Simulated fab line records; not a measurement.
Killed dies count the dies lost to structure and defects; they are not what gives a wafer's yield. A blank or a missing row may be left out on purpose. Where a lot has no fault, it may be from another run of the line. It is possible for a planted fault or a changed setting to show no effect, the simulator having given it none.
fab line records	flow sky130
record: lots: 12	wafers: 36	lastDay: 50
route steps=708 shown VIA2@520 VIA3@575 METAL4@623 PAD_OPEN@708
lots with no fault: from the same line, run without faults
startH: start of the lot's first displayed wafer, in hours after the record's first day	waitH: hours from the lot's prior step to this one	" repeats the value in the row above	L1.1+2: one row covering several wafers at once	- either no value or no given start	* or withheld: withheld	< > ~ a bound
route shown NAME@n: a module of which the file shows steps, and the number in the route of the first	usual: mean and standard deviation over wafers with no fault	same: alike in all rows	chamber/n: place in a boat	sites: the reading at each site	_std_site: the values' standard deviation	_edge_site: outer sites' mean less inner sites'	radiusMm: for every site, how far away it sits from the centre of the wafer	mask NAME#n: copy n	behind: the last tool/chamber to shape the wafer	hold: what put the lot on hold/how long, in hours/how the hold closed	device: the n, p or np transistor that did not switch	end of line: tests of these same wafers at the route's end	step lacking rows: just its recipe	killed: at the first sort, the dies lost to defects and structure; wafer yield is something else	map: a wafer's dies, marking killed ones x, the rest . and places with no die _
set.NAME: the run value of the setting; set.NAME@STEP: its run value at that earlier step	model.NAME: the simulator's own value behind a step, which no gauge read
steps of the route over a sample of lots; a table a step, a row a wafer
services: a tool's chamber out of use, with start hour (startH, from the record's first day; less than 0 if before it), hours out, and reason
== steps ==
step: SKY_VIA2_OVL_MEAS_13
usual: VIA2_OVL: 2/5.9
lot.wafer	tool	chamber	startH	waitH	VIA2_OVL[nm]
L928.2	overlay-01	-	853.20	0.1	-3
L928.3	"	-	"	"	0
L928.6	"	-	"	"	0
L929.1	overlay-02	-	862.55	0.1	-3
L929.2	"	-	"	"	-1
L929.5	"	-	"	"	-2
L931.1	overlay-02	-	885.99	0.1	3
L931.4	"	-	"	"	0
L931.5	"	-	"	"	1
L932.2	overlay-01	-	887.30	0.1	1
L932.5	"	-	"	"	-1
L932.6	"	-	"	"	4
L933.3	overlay-02	-	893.19	0.1	-2
L933.4	"	-	"	"	-2
L933.6	"	-	"	"	1
L934.1	overlay-01	-	903.25	0.1	-8
L934.5	"	-	"	"	-7
L934.6	"	-	"	"	-10
L937.1	overlay-01	-	926.61	0.1	2
L937.2	"	-	"	"	-1
L937.6	"	-	"	"	-1
L939.2	overlay-01	-	939.55	0.1	-2
L939.4	"	-	"	"	-4
L939.5	"	-	"	"	-1
L940.3	overlay-02	-	958.68	0.1	0
L940.4	"	-	"	"	2
L940.6	"	-	"	"	1
L944.4	overlay-01	-	976.16	0.1	5
L944.5	"	-	"	"	1
L944.6	"	-	"	"	3
L947.2	overlay-02	-	993.10	0.1	6
L947.4	"	-	"	"	8
L947.6	"	-	"	"	9
L950.3	overlay-02	-	1015.75	0.1	7
L950.4	"	-	"	"	-2
L950.6	"	-	"	"	3
step: SKY_VIA3_CMP_02
recipe: material: SiO2	downForcePsi: 4	platenRpm: 60	padVelocityMS: 0.94248
usual: edgeZonePressureFrac: 1.000/0.0052	motorCurrentA: 12.0/0.73
lot.wafer	tool	chamber	startH	waitH	edgeZonePressureFrac	motorCurrentA
L928.3	cmp-01	2	909.62	0.0	1.004	11.5
L928.2	"	1	"	"	0.991	12.8
L928.6	"	3	"	"	1.001	12.2
L929.1	cmp-02	1	917.52	0.1	1.003	11.4
L929.2	"	2	"	"	1.008	12.9
L929.5	"	1	"	"	1.004	11.2
L931.4	cmp-02	1	940.13	0.1	0.997	11.7
L931.1	"	3	"	"	1.001	10.6
L931.5	"	0	"	"	1.002	11.8
L932.2	cmp-01	2	940.63	0.2	1.002	11.6
L932.6	"	3	"	"	0.998	12.2
L932.5	"	0	"	"	1.003	12.3
L933.3	cmp-01	2	947.07	0.1	1.004	11.8
L933.4	"	0	"	"	0.999	12.7
L933.6	"	1	"	"	1.006	12.2
L934.1	cmp-01	0	956.58	0.3	1.004	12.1
L934.6	"	1	"	"	0.997	12.5
L934.5	"	2	"	"	1.000	11.5
L937.1	cmp-02	0	977.93	0.1	0.994	12.7
L937.2	"	2	"	"	0.991	13.6
L937.6	"	0	"	"	1.002	11.8
L939.4	cmp-02	1	991.28	0.0	1.003	11.5
L939.2	"	2	"	"	0.997	12.9
L939.5	"	1	"	"	1.000	11.3
L940.4	cmp-02	2	1009.56	0.2	1.004	13.5
L940.3	"	3	"	"	0.994	9.9
L940.6	"	0	"	"	0.998	12.0
L944.4	cmp-02	0	1027.10	0.1	0.996	12.3
L944.6	"	2	"	"	0.997	13.0
L944.5	"	3	"	"	0.987	10.7
L947.2	cmp-01	0	1042.44	0.0	0.999	12.3
L947.4	"	3	"	"	1.005	12.0
L947.6	"	0	"	"	1.001	11.8
L950.3	cmp-01	0	1064.54	0.1	1.006	12.2
L950.4	"	1	"	"	1.005	12.1
L950.6	"	0	"	"	1.003	12.0
step: SKY_VIA3_CMP_24
recipe: stopOn: SiO2	tOverpolishS: 20	downForcePsi: 3.5	platenRpm: 60	targetThkNm: 0	padVelocityMS: 0.94248
usual: edgeZonePressureFrac: 0.999/0.0046	motorCurrentA: 11.0/0.74	overpolishRunS: 20.001/0.0091	timeToEndpointS: 93.4/2.9
lot.wafer	tool	chamber	startH	waitH	edgeZonePressureFrac	motorCurrentA	overpolishRunS	timeToEndpointS
L928.2	cmp-01	0	936.28	0.1	0.997	10.8	20.018	91.2
L928.3	"	1	"	"	1.000	11.5	19.997	90.8
L928.6	"	3	"	"	0.999	10.9	19.982	90.7
L929.1	cmp-01	1	944.08	0.1	1.002	11.6	20.004	92.6
L929.2	"	2	"	"	0.999	11.8	20.001	90.0
L929.5	"	0	"	"	0.999	11.1	19.994	90.6
L931.1	cmp-01	3	966.02	0.1	1.013	10.8	20.002	90.8
L931.4	"	0	"	"	1.000	11.2	19.985	87.6
L931.5	"	3	"	"	1.001	11.4	19.998	90.3
L932.2	cmp-02	2	966.39	0.1	1.005	12.1	19.996	96.6
L932.6	"	1	"	"	0.996	10.5	19.995	94.9
L932.5	"	2	"	"	0.997	12.0	20.012	96.4
L933.3	cmp-02	2	972.53	0.1	0.999	11.7	19.997	98.8
L933.4	"	0	"	"	1.000	11.1	19.992	97.6
L933.6	"	2	"	"	0.993	12.0	19.989	94.4
L934.1	cmp-02	2	983.06	0.2	0.999	12.1	19.982	95.3
L934.6	"	3	"	"	0.996	9.3	19.995	95.3
L934.5	"	0	"	"	0.995	10.9	20.009	102.3
L937.1	cmp-01	1	1003.30	0.1	0.995	11.9	19.997	92.5
L937.2	"	3	"	"	0.998	11.1	20.001	89.3
L937.6	"	2	"	"	0.995	11.2	20.004	90.8
L939.4	cmp-02	0	1015.96	0.5	0.998	11.1	19.998	96.0
L939.2	"	1	"	"	0.998	10.5	20.003	90.8
L939.5	"	3	"	"	1.007	9.7	19.997	92.9
L940.3	cmp-02	1	1034.22	0.0	0.986	10.6	19.993	92.3
L940.4	"	3	"	"	0.999	9.1	19.991	95.0
L940.6	"	1	"	"	0.997	10.5	19.985	94.5
L944.4	cmp-02	3	1050.92	0.0	1.001	9.6	20.017	92.1
L944.5	"	3	"	"	0.991	9.9	20.001	90.5
L944.6	"	0	"	"	1.002	10.8	19.993	93.4
L947.2	cmp-02	1	1065.89	0.1	1.004	10.9	19.993	96.7
L947.4	"	3	"	"	0.998	9.7	20.002	97.7
L947.6	"	1	"	"	1.005	10.8	20.006	98.7
L950.3	cmp-02	0	1088.79	0.1	0.995	10.6	19.993	96.2
L950.4	"	3	"	"	0.999	9.4	19.988	97.5
L950.6	"	1	"	"	1.006	10.9	20.008	92.4
step: SKY_METAL4_COAT_07
recipe: resist: BARC	tempC: withheld	timeS: withheld	spinRpm: 3000	resistThkNm: 60
usual: spinSpeedRpm: 3000.2/1.6
lot.wafer	tool	chamber	startH	waitH	spinSpeedRpm
L928.2	lithoTrack-03	0	973.44	0.1	3000.9
L928.3	"	0	"	"	3002.1
L928.6	"	0	"	"	3003.5
L929.1	lithoTrack-03	0	980.92	0.1	3000.1
L929.2	"	0	"	"	3000.6
L929.5	"	0	"	"	2999.5
L931.1	lithoTrack-03	0	1002.62	0.1	2997.8
L931.4	"	0	"	"	2998.0
L931.5	"	0	"	"	3000.3
L932.2	lithoTrack-03	0	1003.74	0.1	2999.9
L932.5	"	0	"	"	2998.3
L932.6	"	0	"	"	2998.0
L933.3	lithoTrack-04	0	1009.17	0.1	3000.6
L933.4	"	0	"	"	2998.9
L933.6	"	0	"	"	2998.2
L934.1	lithoTrack-04	0	1017.52	0.1	3000.3
L934.5	"	0	"	"	3002.6
L934.6	"	0	"	"	3002.1
L937.1	lithoTrack-04	0	1037.07	0.1	2999.9
L937.2	"	0	"	"	2997.5
L937.6	"	0	"	"	3000.6
L939.2	lithoTrack-03	0	1051.34	0.1	2998.6
L939.4	"	0	"	"	2999.2
L939.5	"	0	"	"	2999.7
L940.3	lithoTrack-03	0	1068.07	0.1	3001.1
L940.4	"	0	"	"	3001.9
L940.6	"	0	"	"	3001.8
L944.4	lithoTrack-03	0	1084.29	0.1	2753.3
L944.5	"	0	"	"	2751.1
L944.6	"	0	"	"	2751.2
L947.2	lithoTrack-04	0	1099.15	0.1	2999.1
L947.4	"	0	"	"	3002.1
L947.6	"	0	"	"	2998.4
L950.3	lithoTrack-03	0	1120.07	0.1	2752.0
L950.4	"	0	"	"	2751.7
L950.6	"	0	"	"	2748.7
step: SKY_PAD_OPEN_PROBE_99
usual: defectLimitedYield: 82.6/1.7	killed_at_M0_to_M3: 43/6.5	killed_at_M4_up: 3.2/1.9	killedAtContacts: 25/5.5	killedAtFrontEnd: 14/4.2	killedAtOther: 0.2/0.44	killedDies: 85/8.5	killedOpen: 47/7	killedShort: 39/6.3	sort_bin_3_pad_short: 0.9/0.46	sort_bin_5_function: 10.3/1.4	sort_bin_6_memory: 6.2/1.2	sortNPass: 407/8.5	sortYieldPct: 82.6/1.7
same: grossDies: 492	killedAtBackSide: 0	sort_bin_4_leakage[%]: 0	sort_bin_8_speed[%]: 0
lot.wafer	tool	chamber	startH	waitH	defectLimitedYield[%]	killed_at_M0_to_M3	killed_at_M4_up	killedAtContacts	killedAtFrontEnd	killedAtOther	killedDies	killedOpen	killedShort	sort_bin_3_pad_short[%]	sort_bin_5_function[%]	sort_bin_6_memory[%]	sortNPass	sortYieldPct[%]
L931.1	prober-01	-	1108.65	0.1	82.7	33	3	35	14	0	85	44	41	0.8	10.6	5.9	407	82.7
L931.4	prober-01	-	1108.80	0.2	81.3	43	3	31	15	0	92	56	36	0.6	11.2	6.9	400	81.3
L931.5	prober-01	-	1108.85	0.2	83.9	38	3	28	10	0	79	43	36	1.2	10.0	4.9	413	83.9
L932.2	prober-02	-	1109.39	0.1	85.4	34	5	19	14	0	72	36	36	0.6	8.5	5.5	420	85.4
L932.5	prober-02	-	1109.54	0.2	83.1	50	3	16	14	0	83	42	41	1.0	10.4	5.5	409	83.1
L932.6	prober-02	-	1109.59	0.2	83.3	40	3	23	16	0	82	38	44	0.8	10.8	5.1	410	83.3
L940.3	prober-02	-	1164.87	0.2	79.9	49	5	26	19	0	99	50	49	0.6	11.8	7.7	393	79.9
L940.4	prober-02	-	1164.92	0.2	83.3	40	5	25	12	0	82	43	39	1.2	10.6	4.9	410	83.3
L940.6	prober-02	-	1165.02	0.2	82.5	47	0	20	18	1	86	48	38	1.4	10.8	5.3	406	82.5
killed by level:class
L931.1 LI_CONTACT:geometricParticle:open=14 CONTACT:geometricParticle:open=7 METAL1:geometricParticle:short=7 VIA2:geometricParticle:open=7 CONTACT:geometricParticle:short=6 METAL2:geometricParticle:short=5 VIA3:geometricParticle:open=5 LI_CONTACT:geometricParticle:short=4
L931.4 CONTACT:geometricParticle:open=13 LI_CONTACT:geometricParticle:open=10 VIA1:geometricParticle:open=10 VIA2:geometricParticle:open=7 VIA3:geometricParticle:open=7 VIA3:geometricParticle:short=5 FIELD_ISO:geometricParticle:short=4 FIELD_ISO:geometricParticle:open=3
L931.5 LI_CONTACT:geometricParticle:open=10 VIA2:geometricParticle:open=9 CONTACT:geometricParticle:open=7 VIA1:geometricParticle:open=7 METAL1:geometricParticle:short=6 LOCAL_INTERCONNECT:geometricParticle:short=6 METAL2:geometricParticle:short=4 FIELD_ISO:geometricParticle:short=3
L932.2 FIELD_ISO:geometricParticle:short=8 LI_CONTACT:geometricParticle:open=8 VIA1:geometricParticle:open=8 METAL1:geometricParticle:short=6 VIA2:geometricParticle:open=6 CONTACT:geometricParticle:open=5 METAL2:geometricParticle:short=5 METAL4:geometricParticle:short=4
L932.5 VIA1:geometricParticle:open=11 VIA2:geometricParticle:open=9 CONTACT:geometricParticle:open=7 METAL1:geometricParticle:short=5 VIA1:geometricParticle:short=5 VIA3:geometricParticle:open=5 POLY_GATE:geometricParticle:short=4 METAL2:geometricParticle:short=4
L932.6 VIA2:geometricParticle:open=9 LI_CONTACT:geometricParticle:open=8 METAL1:geometricParticle:short=8 POLY_GATE:geometricParticle:open=5 CONTACT:geometricParticle:short=5 CONTACT:geometricParticle:open=5 FIELD_ISO:geometricParticle:short=4 VIA1:geometricParticle:short=4
L940.3 VIA1:geometricParticle:open=12 CONTACT:geometricParticle:open=10 CONTACT:geometricParticle:short=8 METAL1:geometricParticle:short=8 VIA3:geometricParticle:open=6 VIA1:geometricParticle:short=6 VIA2:geometricParticle:open=6 FIELD_ISO:geometricParticle:open=5
L940.4 VIA1:geometricParticle:open=10 LI_CONTACT:geometricParticle:open=7 VIA3:geometricParticle:open=7 CONTACT:geometricParticle:open=6 VIA2:geometricParticle:open=5 LOCAL_INTERCONNECT:geometricParticle:short=5 METAL2:geometricParticle:short=5 LI_CONTACT:geometricParticle:short=4
L940.6 VIA1:geometricParticle:open=13 CONTACT:geometricParticle:open=9 VIA1:geometricParticle:short=9 VIA2:geometricParticle:open=7 VIA2:geometricParticle:short=5 VIA3:geometricParticle:open=5 FIELD_ISO:geometricParticle:short=4 LI_CONTACT:geometricParticle:open=4
== services ==
tool	chamber	startH	hours	kind
cmp-01	-	912.05	4.0	pm
cmp-01	-	916.05	-	consumableReplace:conditioner
cmp-01	-	916.05	-	consumableReplace:pad
cmp-01	-	997.22	1.6	repair
cmp-02	-	998.89	6.8	pm
cmp-01	-	1013.63	4.2	pm
cmp-01	-	1020.90	1.5	repair
cmp-01	-	1068.94	1.6	repair
cmp-02	-	1084.00	4.0	pm
cmp-02	-	1085.06	1.2	repair
cmp-02	-	1088.00	-	consumableReplace:conditioner
cmp-02	-	1088.00	-	consumableReplace:pad
== key ==
firstSign: step: SKY_METAL4_COAT_07	reading: spinSpeedRpm	direction: down	sigmas: 99+	usual: 3000.2	struck: 2751.3
effect none on later readings
metAt SKY_METAL4_COAT_07
struckLots L944,L950
notActingAt SKY_VIA2_OVL_MEAS_13,SKY_VIA3_CMP_02,SKY_VIA3_CMP_24
onsetBetween 1068.07 1084.29
fault: kind: processParameterDrift	tool: lithoTrack-03	chamber: -	onsetH: 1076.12	steps: SKY_METAL4_COAT_07	channel: spinRpm	offset: -248.9	shape: step	endH: 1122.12	actsIn: theseRecipesOnly	stated: 3000
